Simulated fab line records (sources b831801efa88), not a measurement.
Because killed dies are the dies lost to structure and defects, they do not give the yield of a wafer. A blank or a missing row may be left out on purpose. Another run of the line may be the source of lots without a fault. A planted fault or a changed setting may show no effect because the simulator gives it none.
A lot that was struck, set against a sound lot :: flow sky130 :: 14 steps out of a route of 708
Sound: wafers L917.1, L917.2, L917.5. Struck: wafers L910.2, L910.5, L910.6. At the end, the cause is stated.
Per side, at each step with rows, come the tool, then ch with its chambers, and then its first start. Under that, the readings that differ: sound wafers :: struck wafers :: difference of the means :: sigmas: that difference in standard deviations of wafers without a fault.
alike: same words and numbers on both sides, and readings whose means sit less than 2 such deviations apart. not compared: any withheld reading, any reading some wafer has no value for, any bound like >300 that may hide the same value, and any number with overlapping values for which the record gives no deviation.
Wherever a step has rows on one side only, a row that says differs or no value, or a row with sigmas, the two part there. When numbers do not overlap yet have no deviation, they are printed without sigmas and do not part them. Lack of a reading on every wafer of one side parts them only where that side has two or more wafers.

SKY_METAL4_SPUTTER_04: material TiN, target thk 70 nm, time 58.3 s.
  struck on pvd-sputter-04, day 43 02:29; sound on pvd-sputter-04, day 44 22:03
  alike: cathode-dc-power-W, throttle-valve-pct
SKY_CAP2M_CVD_00: deposits SiO2, target thk 15.5 nm.
  sound on pecvd-04 ch 0,1,2, day 44 22:06; struck on pecvd-04 ch 1,2, day 43 02:32
  alike: heater-power-w
SKY_CAP2M_THK_MEAS_01:
  struck on film-metro-03, day 43 02:34; sound on film-metro-03, day 44 22:07
  alike: CAP2M_CVD_00_THK
SKY_CAP2M_SPUTTER_02: material TiN, target thk 200 nm, time 166.7 s.
  struck on pvd-sputter-03, day 43 02:37; sound on pvd-sputter-03, day 44 22:11
  alike: cathode-dc-power-W, throttle-valve-pct
SKY_CAP2M_RS_MEAS_03: the measuring method here is four-point-probe.
  struck on film-metro-04, day 43 02:45; sound on film-metro-04, day 44 22:17
  alike: CAP2M_TIN_RS
SKY_CAP2M_THK_MEAS_04: measures by xrf.
  struck on film-metro-04, day 43 02:52; sound on film-metro-04, day 44 22:25
  alike: CAP2M_TIN_THK
then, 6 steps without rows for these wafers: SKY_CAP2M_DEHYDRATE_05 (time 60 s); SKY_CAP2M_HMDS_06 (prime time 60 s); SKY_CAP2M_COAT_07 (resist thk 1140 nm); SKY_CAP2M_SOFTBAKE_08 (time 60 s); SKY_CAP2M_EXPOSE_09 (exposes mask CAP2M, target cd 1000 nm); SKY_CAP2M_PEB_10.
SKY_CAP2M_DEVELOP_11: develop time 60 s.
  sound on litho-track-01 ch 0, day 45 19:17; struck on litho-track-01, day 44 00:43
  no value came back on the struck wafers for chill-plate-temp-C (C), develop-time-s (s); on the sound wafers chill-plate-temp-C (C) reads 22.81 23.04 22.97
SKY_CAP2M_OVL_MEAS_12:
  struck on overlay-02, day 44 00:50; sound on overlay-02, day 45 19:26
reading: CAP2M_OVL (nm)
sound: -2.7 -3.2 -0.9
struck: - - -
difference: no value on the struck wafers
sigmas: 

## WHERE THEY PART
First at SKY_CAP2M_DEVELOP_11; last, within this record, at SKY_CAP2M_OVL_MEAS_12.

WHY: whatever the simulator had introduced
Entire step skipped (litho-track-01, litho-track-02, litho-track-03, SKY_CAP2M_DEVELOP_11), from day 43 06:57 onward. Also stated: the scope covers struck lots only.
